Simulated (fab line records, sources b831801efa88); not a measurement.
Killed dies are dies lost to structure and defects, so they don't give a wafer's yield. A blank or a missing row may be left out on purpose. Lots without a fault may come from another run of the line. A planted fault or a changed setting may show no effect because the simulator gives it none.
fab line records | flow sky130
record lots=13 wafers=39 last_day=50
route steps=708 shown SONOS_ONO@171 GATE_OXIDE@189 RES_PROTECT@210 PAD_OPEN@708
lots that met no fault: from a run of the same line without faults
start_h: hours from the record's first day to the start of the lot's first wafer shown | wait_h: hours since the lot's step before | " the same as in the row above | L1.1+2: a row that stands for several wafers | - no value, or no start given | * or withheld: withheld | < > ~ a bound
route shown NAME@n: a module of which the file shows steps, and the number in the route of the first | usual: mean/standard deviation of fault-free wafers | same: alike in all rows | chamber/n: place in a boat | sites: the reading at each site | _std_site: their standard deviation | _edge_site: outer sites' mean less inner sites' | radius_mm: how far each site lies from the wafer's centre | mask NAME#n: copy n | behind: the tool/chamber that last shaped the wafer | hold: why the lot was held/for how many hours/how that ended | device: the transistor (n, p or np) that didn't switch | end of line: the same wafers' tests at the end of the route | a step without rows: its recipe alone | killed: dies lost to structure and defects at the first sort, not the wafer's yield | map: a wafer's dies, x killed, . not, _ none there
set.NAME: the setting as run; set.NAME@STEP: as run at that earlier step | model.NAME: the simulator's own value behind a step, which no gauge read
steps of the route over a sample of lots; a table a step, a row a wafer
services: from which hour (start_h, from the record's first day; less than 0 if before it) a tool's chamber was out of use, for how many hours, and why
## steps
# step SKY_SONOS_ONO_THK_MEAS_03
# recipe reads=Si3N4_of_SONOS_ONO_CVD_02
# usual SONOS_ONO_CVD_02_THK=10.44/0.13
# columns lot.wafer tool chamber start_h wait_h SONOS_ONO_CVD_02_THK[nm]
L968.2 film_metro-04 - 262.58 0.0 10.67
L968.3 " - " " 10.49
L968.5 " - " " 10.56
L971.1 film_metro-02 - 279.91 0.0 10.52
L971.2 " - " " 10.47
L971.5 " - " " 10.46
L970.2 film_metro-04 - 279.92 0.0 10.18
L970.3 " - " " 10.15
L970.5 " - " " 10.22
L969.2 film_metro-02 - 280.97 0.0 10.45
L969.3 " - " " 10.38
L969.6 " - " " 10.43
L972.2 film_metro-01 - 287.32 0.0 10.43
L972.3 " - " " 10.29
L972.4 " - " " 10.55
L977.1 film_metro-02 - 325.27 0.0 10.45
L977.4 " - " " 10.40
L977.6 " - " " 10.52
L979.2 film_metro-01 - 335.90 0.0 10.30
L979.4 " - " " 10.23
L979.5 " - " " 10.10
L978.2 film_metro-02 - 336.95 0.0 10.49
L978.4 " - " " 10.64
L978.5 " - " " 10.48
L982.1 film_metro-04 - 360.26 0.0 10.45
L982.3 " - " " 10.38
L982.6 " - " " 10.37
L983.3 film_metro-01 - 367.55 0.0 10.41
L983.5 " - " " 10.47
L983.6 " - " " 10.55
L988.1 film_metro-04 - 410.85 0.0 10.48
L988.2 " - " " 10.34
L988.6 " - " " 10.35
L989.1 film_metro-01 - 423.93 0.0 10.34
L989.3 " - " " 10.46
L989.6 " - " " 10.26
L991.3 film_metro-04 - 435.65 0.0 10.50
L991.5 " - " " 10.61
L991.6 " - " " 10.61
# step SKY_SONOS_ONO_STRIP_17
# recipe chemistry=O2/N2 power_w=1400 pressure_mtorr=1500 platen_temp_c=withheld o2_flow_sccm=3000 n2_flow_sccm=300 overash_fraction=0.5
# usual drypump_motor_current_A=5.8/0.42 oes_product_au=0.709/0.0045 strip_time_to_endpoint_s=14.10/0.041
# columns lot.wafer tool chamber start_h wait_h drypump_motor_current_A oes_product_au rf_hours_counter_h strip_time_to_endpoint_s
L968.2 plasma_asher-01 1 288.66 0.0 5.6 0.708 64 14.07
L968.3 " 0 " " 6.2 0.703 - 14.06
L968.5 " 1 " " 5.6 0.714 - 14.03
L970.2 plasma_asher-04 1 306.76 0.0 6.6 0.704 51 14.12
L970.3 " 0 " " 5.7 0.710 - 14.12
L970.5 " 0 " " 5.7 0.701 - 14.11
L971.1 plasma_asher-03 1 306.91 0.0 5.3 0.711 19 14.17
L971.2 " 0 " " 5.8 0.702 19 14.16
L971.5 " 0 " " 5.8 0.707 - 14.09
L969.2 plasma_asher-01 0 307.76 0.0 6.1 0.709 66 14.09
L969.3 " 1 " " 5.6 0.716 - 14.15
L969.6 " 1 " " 5.6 0.711 - 14.08
L972.2 plasma_asher-04 0 314.46 0.0 5.7 0.712 52 14.06
L972.3 " 1 " " 6.6 0.706 - 14.05
L972.4 " 0 " " 5.7 0.710 - 14.02
L977.1 plasma_asher-04 1 352.11 0.0 6.5 0.718 56 14.07
L977.4 " 0 " " 5.7 0.713 - 14.08
L977.6 " 1 " " 6.5 0.705 - 14.12
L979.2 plasma_asher-03 1 364.41 0.0 5.3 0.714 25 14.11
L979.4 " 0 " " 5.8 0.699 - 14.15
L979.5 " 0 " " 5.8 0.714 - 14.18
L978.2 plasma_asher-01 0 365.71 0.0 6.1 0.710 71 14.04
L978.4 " 1 " " 5.6 0.711 - 14.09
L978.5 " 0 " " 6.1 0.712 - 14.08
L982.1 plasma_asher-03 0 388.81 0.0 5.8 0.705 28 14.17
L982.3 " 1 " " 5.3 0.706 - 14.18
L982.6 " 1 " " 5.3 0.713 - 14.17
L983.3 plasma_asher-04 1 397.14 0.0 6.6 0.711 - 14.09
L983.5 " 1 " " 6.6 0.701 - 14.12
L983.6 " 0 " " 5.7 0.709 - 14.10
L988.1 plasma_asher-04 0 447.36 0.0 5.7 0.708 66 14.15
L988.2 " 1 " " 6.6 0.699 66 14.04
L988.6 " 1 " " 6.6 0.713 - 14.12
L989.1 plasma_asher-01 1 455.66 0.0 5.6 0.703 81 14.04
L989.3 " 0 " " 6.1 0.707 - 14.06
L989.6 " 0 " " 6.1 0.713 - 14.08
L991.3 plasma_asher-03 0 467.74 0.0 5.8 0.712 - 14.09
L991.5 " 1 " " 5.3 0.713 - 14.08
L991.6 " 0 " " 5.8 0.708 - 14.08
# step SKY_GATE_OXIDE_THK_MEAS_02
# recipe reads=SiO2_of_GATE_OXIDE_OXIDATION_01
# usual GATE_OXIDE_OXIDATION_00_THK=10.26/0.15
# columns lot.wafer tool chamber start_h wait_h GATE_OXIDE_OXIDATION_00_THK[nm]
L968.2 film_metro-04 - 291.42 0.0 10.28
L968.3 " - " " 10.30
L968.5 " - " " 10.26
L970.2 film_metro-03 - 308.38 0.0 10.34
L970.3 " - " " 10.30
L970.5 " - " " 10.16
L971.1 film_metro-02 - 309.39 0.0 10.39
L971.2 " - " " 10.25
L971.5 " - " " 10.57
L969.2 film_metro-04 - 309.40 0.0 10.19
L969.3 " - " " 10.32
L969.6 " - " " 10.11
L972.2 film_metro-03 - 316.41 0.0 10.32
L972.3 " - " " 10.43
L972.4 " - " " 10.46
L977.1 film_metro-02 - 353.95 0.0 10.02
L977.4 " - " " 10.06
L977.6 " - " " 10.15
L979.2 film_metro-03 - 366.03 0.0 10.24
L979.4 " - " " 10.36
L979.5 " - " " 10.41
L978.2 film_metro-03 - 367.84 0.0 10.33
L978.4 " - " " 10.27
L978.5 " - " " 10.30
L982.1 film_metro-03 - 390.68 0.0 10.35
L982.3 " - " " 10.27
L982.6 " - " " 10.01
L983.3 film_metro-02 - 400.59 0.0 10.37
L983.5 " - " " 10.22
L983.6 " - " " 10.50
L988.1 film_metro-02 - 449.02 0.0 10.34
L988.2 " - " " 10.32
L988.6 " - " " 10.30
L989.1 film_metro-03 - 457.29 0.0 10.04
L989.3 " - " " 10.04
L989.6 " - " " 9.97
L991.3 film_metro-03 - 470.42 0.0 10.47
L991.5 " - " " 10.22
L991.6 " - " " 10.44
# step SKY_RES_PROTECT_EXPOSE_04
# recipe mask_id=RPM na=0.6 source_shape=conventional sigma_outer=0.6 polarization=unpolarized target_cd_nm=1270 dose_mj=131
# columns lot.wafer tool chamber start_h wait_h mask
L968.2+3+5 iline_stepper-02 0 359.38 - RPM#0
L969.2+3+6 iline_stepper-01 0 359.74 - RPM#0
L970.2+3+5 iline_stepper-02 0 359.98 - RPM#0
L971.1+2+5 iline_stepper-02 0 360.08 - RPM#0
L972.2+3+4 iline_stepper-01 0 361.21 - RPM#0
L977.1+4+6 iline_stepper-01 0 401.79 - RPM#0
L979.2+4+5 iline_stepper-02 0 411.80 - RPM#0
L978.2+4+5 iline_stepper-01 0 414.89 - RPM#0
L982.1+3+6 iline_stepper-02 0 439.75 - NTM#0
L983.3+5+6 iline_stepper-01 0 450.01 - RPM#0
L988.1+2+6 iline_stepper-01 0 498.52 - RPM#0
L989.1+3+6 iline_stepper-02 0 506.92 - RPM#0
L991.3+5+6 iline_stepper-01 0 521.08 - RPM#0
# step SKY_RES_PROTECT_TW_MEAS_08
# usual POLY_GATE_TW=4016/65
# columns lot.wafer tool chamber start_h wait_h POLY_GATE_TW
L968.2 film_metro-01 - 373.10 0.1 4075
L968.3 " - " " 4066
L968.5 " - " " 4088
L969.2 film_metro-01 - 373.70 0.1 4078
L969.3 " - " " 4076
L969.6 " - " " 4076
L971.1 film_metro-01 - 374.25 0.1 4101
L971.2 " - " " 4113
L971.5 " - " " 4101
L970.2 film_metro-02 - 374.25 0.1 3922
L970.3 " - " " 3961
L970.5 " - " " 3938
L972.2 film_metro-01 - 374.90 0.1 4102
L972.3 " - " " 4129
L972.4 " - " " 4104
L977.1 film_metro-01 - 416.24 0.1 4091
L977.4 " - " " 4106
L977.6 " - " " 4113
L979.2 film_metro-02 - 427.80 0.1 3960
L979.4 " - " " 3968
L979.5 " - " " 4004
L978.2 film_metro-03 - 430.70 0.1 3978
L978.4 " - " " 3977
L978.5 " - " " 3982
L982.1 film_metro-02 - 455.34 0.1 30
L982.3 " - " " 30
L982.6 " - " " 30
L983.3 film_metro-03 - 465.52 0.1 4017
L983.5 " - " " 3988
L983.6 " - " " 3987
L988.1 film_metro-02 - 513.75 0.1 3967
L988.2 " - " " 3958
L988.6 " - " " 3959
L989.1 film_metro-03 - 522.55 0.1 3979
L989.3 " - " " 3998
L989.6 " - " " 4002
L991.3 film_metro-01 - 535.81 0.1 4085
L991.5 " - " " 4082
L991.6 " - " " 4076
# step SKY_PAD_OPEN_PROBE_99
# usual killed_at_M0_to_M3=44/7.4 killed_at_M4_up=3.0/1.6 killed_at_contacts=24/5 killed_at_front_end=15/4.6 killed_at_other=0.4/0.65 killed_dies=86/9.6 killed_open=48/7.4 killed_short=38/6.9
# same gross_dies=492 killed_at_back_side=0
# columns lot.wafer tool chamber start_h wait_h killed_at_M0_to_M3 killed_at_M4_up killed_at_contacts killed_at_front_end killed_at_other killed_dies killed_open killed_short
L972.2 prober-01 - 1108.33 0.1 70 5 15 18 0 108 51 56
L972.3 prober-01 - 1108.38 0.2 56 4 28 13 0 101 49 52
L972.4 prober-01 - 1108.43 0.2 39 4 35 8 0 86 54 32
L977.1 prober-02 - 1126.37 0.1 39 5 23 15 0 82 43 39
L977.4 prober-02 - 1126.52 0.2 40 3 24 14 0 81 49 31
L977.6 prober-02 - 1126.62 0.2 37 3 21 18 0 79 43 36
L979.2 prober-01 - 1132.52 0.1 42 4 26 13 0 85 48 36
L979.4 prober-01 - 1132.62 0.2 51 6 29 15 0 101 44 57
L979.5 prober-01 - 1132.67 0.2 44 7 26 16 0 93 39 54
L982.1 prober-01 - 1151.11 0.1 45 2 20 9 0 76 41 35
L982.3 prober-01 - 1151.21 0.2 42 3 16 16 0 77 43 34
L982.6 prober-01 - 1151.36 0.2 37 0 24 19 0 80 36 44
L991.3 prober-02 - 1196.22 0.2 36 1 18 16 0 71 49 19
L991.5 prober-02 - 1196.32 0.2 57 6 24 15 1 103 55 46
L991.6 prober-02 - 1196.37 0.2 33 5 24 7 2 71 50 20
# killed by level:class
L972.2 VIA1:geometric_particle:open=14 VIA1:geometric_particle:short=9 METAL2:geometric_particle:short=9 METAL1:geometric_particle:short=7 POLY_GATE:geometric_particle:short=6 CONTACT:geometric_particle:open=6 VIA3:geometric_particle:open=6 LI_CONTACT:geometric_particle:open=5
L972.3 VIA1:geometric_particle:open=12 LI_CONTACT:geometric_particle:open=9 CONTACT:geometric_particle:open=8 CONTACT:geometric_particle:short=8 VIA1:geometric_particle:short=8 METAL2:geometric_particle:short=8 VIA2:geometric_particle:open=7 METAL1:geometric_particle:short=6
L972.4 VIA1:geometric_particle:open=12 LI_CONTACT:geometric_particle:open=11 CONTACT:geometric_particle:open=9 LI_CONTACT:geometric_particle:short=7 METAL1:geometric_particle:short=7 VIA3:geometric_particle:open=7 FIELD_ISO:geometric_particle:open=6 CONTACT:geometric_particle:short=6
L977.1 CONTACT:geometric_particle:open=9 VIA1:geometric_particle:open=8 VIA2:geometric_particle:open=7 LI_CONTACT:geometric_particle:open=6 FIELD_ISO:geometric_particle:short=5 METAL1:geometric_particle:short=5 LOCAL_INTERCONNECT:geometric_particle:short=4 METAL2:geometric_particle:short=4
L977.4 CONTACT:geometric_particle:open=13 VIA3:geometric_particle:open=8 VIA2:geometric_particle:open=6 METAL2:geometric_particle:short=6 POLY_GATE:geometric_particle:short=5 LI_CONTACT:geometric_particle:open=5 POLY_GATE:geometric_particle:open=4 LOCAL_INTERCONNECT:geometric_particle:short=4
L977.6 FIELD_ISO:geometric_particle:short=8 CONTACT:geometric_particle:open=8 VIA3:geometric_particle:open=8 CONTACT:geometric_particle:short=6 VIA1:geometric_particle:open=6 METAL1:geometric_particle:short=5 LI_CONTACT:geometric_particle:open=5 METAL2:geometric_particle:short=5
L979.2 CONTACT:geometric_particle:open=12 VIA1:geometric_particle:short=12 VIA1:geometric_particle:open=9 FIELD_ISO:geometric_particle:open=8 METAL2:geometric_particle:short=6 LI_CONTACT:geometric_particle:open=5 CONTACT:geometric_particle:short=5 VIA2:geometric_particle:open=5
L979.4 CONTACT:geometric_particle:open=14 METAL2:geometric_particle:short=8 VIA1:geometric_particle:open=8 METAL1:geometric_particle:short=7 METAL4:geometric_particle:short=6 VIA3:geometric_particle:open=6 VIA1:geometric_particle:short=5 FIELD_ISO:geometric_particle:open=4
L979.5 VIA1:geometric_particle:open=13 CONTACT:geometric_particle:open=9 LOCAL_INTERCONNECT:geometric_particle:short=8 METAL1:geometric_particle:short=8 VIA1:geometric_particle:short=7 METAL2:geometric_particle:short=6 METAL4:geometric_particle:short=5 FIELD_ISO:geometric_particle:open=4
L982.1 VIA1:geometric_particle:open=9 CONTACT:geometric_particle:open=7 METAL1:geometric_particle:short=7 VIA2:geometric_particle:open=6 METAL2:geometric_particle:short=6 VIA3:geometric_particle:open=6 FIELD_ISO:geometric_particle:open=5 LOCAL_INTERCONNECT:geometric_particle:short=5
L982.3 VIA1:geometric_particle:open=9 METAL2:geometric_particle:short=9 CONTACT:geometric_particle:open=8 FIELD_ISO:geometric_particle:open=5 FIELD_ISO:geometric_particle:short=5 POLY_GATE:geometric_particle:open=4 METAL1:geometric_particle:short=4 VIA2:geometric_particle:open=4
L982.6 CONTACT:geometric_particle:open=10 FIELD_ISO:geometric_particle:short=6 METAL1:geometric_particle:short=6 VIA1:geometric_particle:open=6 METAL2:geometric_particle:short=6 LI_CONTACT:geometric_particle:open=5 CONTACT:geometric_particle:short=5 VIA1:geometric_particle:short=5
L991.3 VIA1:geometric_particle:open=11 VIA2:geometric_particle:open=7 CONTACT:geometric_particle:open=7 VIA3:geometric_particle:open=6 LI_CONTACT:geometric_particle:open=5 FIELD_ISO:geometric_particle:open=4 POLY_GATE:geometric_particle:open=4 LOCAL_INTERCONNECT:geometric_particle:short=4
L991.5 VIA1:geometric_particle:open=15 VIA3:geometric_particle:open=10 LI_CONTACT:geometric_particle:open=8 CONTACT:geometric_particle:open=7 METAL1:geometric_particle:short=7 METAL4:geometric_particle:short=5 METAL2:geometric_particle:short=5 VIA2:geometric_particle:open=5
L991.6 VIA1:geometric_particle:open=13 CONTACT:geometric_particle:open=10 LI_CONTACT:geometric_particle:open=6 VIA3:geometric_particle:open=5 LOCAL_INTERCONNECT:geometric_particle:short=4 METAL1:geometric_particle:short=3 METAL2:geometric_particle:short=3 VIA2:geometric_particle:open=3
## services
# columns tool chamber start_h hours kind
plasma_asher-04 - 302.61 2.5 repair
iline_stepper-02 - 308.89 4.0 repair
iline_stepper-02 - 310.06 12.2 repair
iline_stepper-02 - 412.20 1.7 pm
iline_stepper-01 - 416.11 3.1 repair
iline_stepper-02 0 421.81 - calibration
plasma_asher-01 - 440.93 0.7 repair
iline_stepper-01 - 441.64 2.1 pm
iline_stepper-01 - 443.72 - consumable_replace:lamp
iline_stepper-01 - 462.93 1.7 pm
iline_stepper-01 - 488.05 4.4 pm
iline_stepper-01 0 489.32 - calibration
plasma_asher-01 - 519.53 15.6 pm
## key
first_sign step=SKY_RES_PROTECT_EXPOSE_04 reading=mask direction=changed
effect step=SKY_RES_PROTECT_TW_MEAS_08 reading=POLY_GATE_TW direction=down sigmas=61 usual=4016 struck=30
met_at SKY_RES_PROTECT_EXPOSE_04
struck_lots L982
tester_left_out L982
not_acting_at SKY_SONOS_ONO_THK_MEAS_03,SKY_SONOS_ONO_STRIP_17,SKY_GATE_OXIDE_THK_MEAS_02
onset_between 411.80 439.75
fault kind=wrong_mask tool=any chamber=- onset_h=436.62 steps=SKY_RES_PROTECT_EXPOSE_04 aux_copy=NTM#0 scope=struck_lots_only
# tester_left_out: of these lots the tester's yield and bins aren't shown, on N5 and GAA mostly nor the transistor test; their killed dies are dies lost to structure and defects alone, not to doping, threshold or leakage, so they don't give the yield
